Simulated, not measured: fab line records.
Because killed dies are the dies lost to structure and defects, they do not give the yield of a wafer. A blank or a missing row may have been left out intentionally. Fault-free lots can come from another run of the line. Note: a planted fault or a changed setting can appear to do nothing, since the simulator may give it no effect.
What tool caused it? / flow gf180mcu / 42 wafers from 14 lots sampled at 5 of the route's 602 steps

## WHAT THE GAUGES SHOWED, per wafer
GF_NSD_OVL_MEAS_08.
lot=L531; measured=day 13 11:40; on=overlay-01; NSD_OVL (nm)=-0.4 -1.1 0.2
lot=L532; measured=day 13 20:44; on=overlay-01; NSD_OVL (nm)=1.4 2.9 1.4
lot=L533; measured=day 13 23:23; on=overlay-02; NSD_OVL (nm)=-2.3 -1.1 -0.7
lot=L534; measured=day 14 13:49; on=overlay-02; NSD_OVL (nm)=1.2 0.4 -0.6
lot=L535; measured=day 14 14:38; on=overlay-01; NSD_OVL (nm)=1.6 1.2 1.5
lot=L536; measured=day 15 03:07; on=overlay-01; NSD_OVL (nm)=1.3 1.8 2.3
lot=L537; measured=day 15 12:56; on=overlay-01; NSD_OVL (nm)=1.8 3.0 1.9
lot=L539; measured=day 16 03:22; on=overlay-01; NSD_OVL (nm)=2.4 3.3 2.4
lot=L538; measured=day 16 04:38; on=overlay-01; NSD_OVL (nm)=-0.5 0.2 -1.8
lot=L540; measured=day 16 11:38; on=overlay-01; NSD_OVL (nm)=-0.6 -1.5 -2.5
lot=L545; measured=day 18 01:56; on=overlay-01; NSD_OVL (nm)=-79.5 -79.8 -79.4 -78.0 -78.2 -78.9
lot=L546; measured=day 18 12:52; on=overlay-02; NSD_OVL (nm)=-79.0 -78.9 -78.7 -77.8 -77.6 -78.1
lot=L549; measured=day 19 08:49; on=overlay-02; NSD_OVL (nm)=-0.6 -1.1 -0.6
lot=L552; measured=day 20 10:55; on=overlay-02; NSD_OVL (nm)=-0.2 -1.9 -0.5

GF_SALICIDE_RS_MEAS_04: uses a four-point probe to measure.
lot=L531; measured=day 15 07:13; on=film metro-01; SALICIDE_TIN_RS (ohm/sq)=16.53 16.51 16.23
lot=L532; measured=day 15 15:58; on=film metro-03; SALICIDE_TIN_RS (ohm/sq)=16.08 15.99 16.05
lot=L533; measured=day 15 17:47; on=film metro-04; SALICIDE_TIN_RS (ohm/sq)=16.13 16.17 15.60
lot=L534; measured=day 16 09:58; on=film metro-04; SALICIDE_TIN_RS (ohm/sq)=15.94 15.82 16.30
lot=L535; measured=day 16 10:24; on=film metro-01; SALICIDE_TIN_RS (ohm/sq)=16.63 16.38 16.46
lot=L536; measured=day 17 00:53; on=film metro-01; SALICIDE_TIN_RS (ohm/sq)=16.24 16.46 16.02
lot=L537; measured=day 17 11:35; on=film metro-03; SALICIDE_TIN_RS (ohm/sq)=16.06 16.59 16.12
lot=L539; measured=day 18 03:01; on=film metro-03; SALICIDE_TIN_RS (ohm/sq)=16.00 16.14 16.08
lot=L538; measured=day 18 03:43; on=film metro-01; SALICIDE_TIN_RS (ohm/sq)=15.93 16.49 16.13
lot=L540; measured=day 18 11:25; on=film metro-04; SALICIDE_TIN_RS (ohm/sq)=16.47 16.43 16.37
lot=L549; measured=day 21 09:41; on=film metro-04; SALICIDE_TIN_RS (ohm/sq)=16.21 16.24 16.04
lot=L552; measured=day 22 11:50; on=film metro-03; SALICIDE_TIN_RS (ohm/sq)=16.63 16.51 16.63

GF_SALICIDE_THK_MEAS_05: measures by xrf.
lot=L531; measured=day 15 07:19; on=film metro-01; SALICIDE_TIN_THK (nm)=20.36 20.32 20.31
lot=L532; measured=day 15 16:04; on=film metro-03; SALICIDE_TIN_THK (nm)=20.26 20.08 20.18
lot=L533; measured=day 15 17:53; on=film metro-04; SALICIDE_TIN_THK (nm)=19.51 19.56 19.95
lot=L534; measured=day 16 10:05; on=film metro-04; SALICIDE_TIN_THK (nm)=20.25 20.02 19.77
lot=L535; measured=day 16 10:31; on=film metro-01; SALICIDE_TIN_THK (nm)=20.48 20.49 20.64
lot=L536; measured=day 17 01:00; on=film metro-01; SALICIDE_TIN_THK (nm)=20.37 20.56 20.57
lot=L537; measured=day 17 11:42; on=film metro-03; SALICIDE_TIN_THK (nm)=20.21 20.14 20.32
lot=L539; measured=day 18 03:07; on=film metro-03; SALICIDE_TIN_THK (nm)=20.43 20.55 20.17
lot=L538; measured=day 18 03:50; on=film metro-01; SALICIDE_TIN_THK (nm)=20.42 20.08 20.14
lot=L540; measured=day 18 11:32; on=film metro-04; SALICIDE_TIN_THK (nm)=20.48 20.71 20.74
lot=L549; measured=day 21 09:48; on=film metro-04; SALICIDE_TIN_THK (nm)=20.28 20.01 20.22
lot=L552; measured=day 22 11:58; on=film metro-03; SALICIDE_TIN_THK (nm)=20.23 20.22 20.29

GF_CONTACT_OVL_MEAS_15.
lot=L531; measured=day 16 06:16; on=overlay-02; CONTACT_OVL (nm)=0 1 -3
lot=L532; measured=day 16 15:01; on=overlay-01; CONTACT_OVL (nm)=8 -2 1
lot=L533; measured=day 16 17:49; on=overlay-01; CONTACT_OVL (nm)=2 2 1
lot=L534; measured=day 17 09:34; on=overlay-02; CONTACT_OVL (nm)=-5 0 -2
lot=L535; measured=day 17 10:55; on=overlay-02; CONTACT_OVL (nm)=-3 -4 7
lot=L536; measured=day 18 01:40; on=overlay-01; CONTACT_OVL (nm)=-9 -12 -11
lot=L537; measured=day 18 11:58; on=overlay-02; CONTACT_OVL (nm)=4 3 5
lot=L539; measured=day 19 04:19; on=overlay-01; CONTACT_OVL (nm)=-2 -8 1
lot=L538; measured=day 19 04:58; on=overlay-02; CONTACT_OVL (nm)=2 -12 -3
lot=L540; measured=day 19 12:56; on=overlay-01; CONTACT_OVL (nm)=1 1 -4
lot=L549; measured=day 22 10:31; on=overlay-01; CONTACT_OVL (nm)=3 -6 -6
lot=L552; measured=day 23 11:37; on=overlay-02; CONTACT_OVL (nm)=-7 -4 -7

## TOOL THAT RAN EACH LOT (tool first, then ch and the chambers of the sampled wafers, then the start)
lot=L531; GF_NSD_EXPOSE_04=iline stepper-02 ch 0, day 13 02:05
lot=L532; GF_NSD_EXPOSE_04=iline stepper-01 ch 0, day 13 10:14
lot=L533; GF_NSD_EXPOSE_04=iline stepper-01 ch 0, day 13 12:55
lot=L534; GF_NSD_EXPOSE_04=iline stepper-02 ch 0, day 14 03:56
lot=L535; GF_NSD_EXPOSE_04=iline stepper-02 ch 0, day 14 04:40
lot=L536; GF_NSD_EXPOSE_04=iline stepper-01 ch 0, day 14 16:49
lot=L537; GF_NSD_EXPOSE_04=iline stepper-02 ch 0, day 15 03:07
lot=L539; GF_NSD_EXPOSE_04=iline stepper-01 ch 0, day 15 16:28
lot=L538; GF_NSD_EXPOSE_04=iline stepper-02 ch 0, day 15 17:13
lot=L540; GF_NSD_EXPOSE_04=iline stepper-02 ch 0, day 16 00:41
lot=L545; GF_NSD_EXPOSE_04=iline stepper-02 ch 0, day 17 14:17
lot=L546; GF_NSD_EXPOSE_04=iline stepper-02 ch 0, day 18 01:02
lot=L549; GF_NSD_EXPOSE_04=iline stepper-01 ch 0, day 18 21:23
lot=L552; GF_NSD_EXPOSE_04=iline stepper-01 ch 0, day 19 23:16
- GF_NSD_EXPOSE_04: exposes mask Nplus, target cd 400 nm.

## WHAT THE TOOLS THEMSELVES READ (means of the sampled wafers that have a number; where no wafer has one, the mark that the record gives instead)
The record holds no such reading with a usual standard deviation.

## THE ANSWER, worked out from the rows above alone
Rule: the lots themselves supply what counts as usual. The widest of any qualifying gaps counts: lots, ordered by their means at a reading, are off when they make up no more than a third of the lots, leave a main group of 4 or more, and stand apart from it by 3 or more times the standard deviation of that group's means. The tables above print the reading to a certain number of digits; a main group whose means all agree to those digits is not used. A lot without any number at a reading at which 4 lots or more have one is off too. Any other lot the step has rows for is counted as sound. Order of review: gauges by route order, followed by the tools' own readings, for which a lot's mean as printed above is used. The first step at which some lot is off is used, and at that step the reading that is off furthest; a lot without a number counts as furthest.
Off: L545, L546, seen at GF_NSD_OVL_MEAS_08 (NSD_OVL). The main group: mean 0.4 nm, standard deviation 1.5.
If a tool, at a process step before that reading, ran all the lots that are off and no sound lot after the first of them, it fits. Those tools and the gauges at GF_NSD_OVL_MEAS_08 are tried in the same way. One candidate fits, namely iline stepper-02 at GF_NSD_EXPOSE_04. A fault onset in the window from L540 (day 16 00:41, its last sound lot) to L545 (day 17 14:17, its first lot off) fits.

## WHAT THE SIMULATOR HAD PUT IN
Scanner matching overlay: iline stepper-02, from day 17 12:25 on, at GF_NSD_EXPOSE_04. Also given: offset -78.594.
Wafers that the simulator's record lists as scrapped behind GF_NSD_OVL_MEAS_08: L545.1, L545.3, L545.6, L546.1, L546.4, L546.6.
Struck lots among those shown: L545, L546. Same finding as the rule above.
